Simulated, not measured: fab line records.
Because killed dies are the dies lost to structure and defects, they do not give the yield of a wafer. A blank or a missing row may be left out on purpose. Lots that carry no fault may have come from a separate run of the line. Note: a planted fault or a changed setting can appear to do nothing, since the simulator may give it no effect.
A lot that was struck, set against a sound lot    flow sfq_line    19 steps out of a route of 325
Sound: wafers L802.1, L802.2, L802.5. Struck: wafer L797.1 (left out: L797.2, L797.5 of the same lot, which were not struck); the cause appears at the end.
At each step with rows: each side's tool, then ch and its chambers, then its first start. Under that, the readings that differ: sound wafers    struck wafers    difference of the means    sigmas: that difference in standard deviations of wafers without a fault.
alike: same words and numbers on both sides, and readings whose means sit less than 2 such deviations apart. not compared: any withheld reading, any reading some wafer has no value for, any bound like >300 that may hide the same value, and any number with overlapping values for which the record gives no deviation.
Wherever a step has rows on one side only, a row that says differs or no value, or a row with sigmas, the two part there. Numbers that have no deviation but don't overlap get no sigmas and don't part them. A reading that every wafer of one side lacks parts them only if that side has two wafers or more.

SFQ_M2_OVL_MEAS_916:
  sound on overlay-02 at day 25 01:41; struck on overlay-02 at day 24 16:05
reading      sound   struck  difference  sigmas
M2_OVL (nm)  -4 7 2  -12     -14         -2
then, 2 steps without rows for these wafers: SFQ_TRILAYER_M2_BARC_OPEN_METAL_ETCH_077 (etches BARC in O2, target depth 125 nm, time 41.7 s); SFQ_TRILAYER_M2_ETCH_METAL_ETCH_060 (etches Nb in Cl2/Ar, stops on SiO2, target depth 240 nm, time 120 s).
SFQ_TRILAYER_M2_STRIP_STRIP_061: strips in O2.
  sound on rie_metal-04 ch 0,1, day 25 01:54; struck on rie_metal-03 ch 1, day 24 16:18
reading                      sound        struck  difference  sigmas
drypump_motor_current_A (A)  4.9 5.4 5.5  6.4     +1.1        +2
  alike: oes_product_au
  not compared: rf_hours_counter_h
then, 1 step without rows for these wafers: SFQ_TRILAYER_M2_STRIP_SOLV_CLEAN_062 (cleans in NMP, time 600 s).
SFQ_TRILAYER_I2_DEP_PECVD_063: deposits SiO2 from SiH4/N2O, time 111.11 s, target thk 500 nm.
  sound on pecvd-02 ch 0,2, day 25 02:41; struck on pecvd-03 ch 0, day 24 17:05
  alike: heater_power_w, throttle_valve_pct
SFQ_TRILAYER_I2_CMP_CMP_064: polishes SiO2.
  sound on cmp-01 ch 1,2, day 26 08:12; struck on cmp-01 ch 1, day 25 17:12
reading           sound              struck  difference  sigmas
platen_rpm (rpm)  59.96 59.98 59.98  60.09   +0.12       +3
  alike: motor_current_A, slurry_flow_ml_min, time_to_endpoint_s
SFQ_I2_BOW_MEAS_917:
  sound on film_metro-02 at day 26 11:12; struck on film_metro-04 at day 25 20:12
  alike: I2_BOW
SFQ_TRILAYER_I2_METRO_MEASURE_065:
  sound on film_metro-02 at day 26 11:19; struck on film_metro-04 at day 25 20:19
  alike: thk_nm
then, 3 steps without rows for these wafers: SFQ_TRILAYER_I2_VIA_LITHO_COAT_072 (resist thk 62 nm); SFQ_TRILAYER_I2_VIA_LITHO_COAT_067 (resist thk 650 nm); SFQ_TRILAYER_I2_VIA_LITHO_SOFTBAKE_071.
SFQ_TRILAYER_I2_VIA_LITHO_EXPOSE_068: exposes mask I2, target cd 500 nm.
  sound on krf_scanner-01 ch 0, day 32 01:02; struck on krf_scanner-01 ch 0, day 26 02:41
  alike: mask
then, 2 steps without rows for these wafers: SFQ_TRILAYER_I2_VIA_LITHO_PEB_070 (peb time 60 s); SFQ_TRILAYER_I2_VIA_LITHO_DEVELOP_069 (time 60 s).
SFQ_I2_OVL_MEAS_918:
  sound on overlay-01 at day 32 02:32; struck on overlay-02 at day 26 04:11
  alike: I2_OVL
SFQ_TRILAYER_I2_VIA_BARC_OPEN_VIA_ETCH_096: etches BARC in O2, target depth 125 nm, time 41.7 s.
  sound on rie_diel-02 ch 0,3, day 32 02:34; struck on rie_diel-02 ch 1, day 26 04:14
reading              sound              struck  difference  sigmas
model.I2.cd_nm (nm)  499.2 499.9 500.1  515.9   +16.2       
  alike: drypump_motor_current_A, oes_product_au
  not compared: rf_hours_counter_h
SFQ_TRILAYER_I2_VIA_ETCH_VIA_ETCH_070: etches SiO2 in CHF3, stops on Nb, target depth 260 nm.
  sound on rie_diel-02 ch 0,3, day 32 02:37; struck on rie_diel-02 ch 1, day 26 04:16
reading              sound              struck  difference  sigmas
model.I2.cd_nm (nm)  497.9 499.5 498.9  515     +16         
  alike: drypump_motor_current_A, oes_product_au
SFQ_TRILAYER_I2_VIA_STRIP_STRIP_071: strips in O2.
  sound on rie_metal-02 ch 0,1, day 32 02:44; struck on rie_metal-03 ch 0, day 26 04:23
  alike: drypump_motor_current_A, oes_product_au
  not compared: rf_hours_counter_h

## WHERE THEY PART
Last at SFQ_TRILAYER_I2_CMP_CMP_064 as far as this record goes, first at SFQ_M2_OVL_MEAS_916. Later steps at which nothing parts them and some readings are alike: SFQ_I2_BOW_MEAS_917, SFQ_TRILAYER_I2_METRO_MEASURE_065, SFQ_TRILAYER_I2_VIA_LITHO_EXPOSE_068, SFQ_I2_OVL_MEAS_918, SFQ_TRILAYER_I2_VIA_BARC_OPEN_VIA_ETCH_096, SFQ_TRILAYER_I2_VIA_ETCH_VIA_ETCH_070, SFQ_TRILAYER_I2_VIA_STRIP_STRIP_071.

WHY: what the simulator had put in
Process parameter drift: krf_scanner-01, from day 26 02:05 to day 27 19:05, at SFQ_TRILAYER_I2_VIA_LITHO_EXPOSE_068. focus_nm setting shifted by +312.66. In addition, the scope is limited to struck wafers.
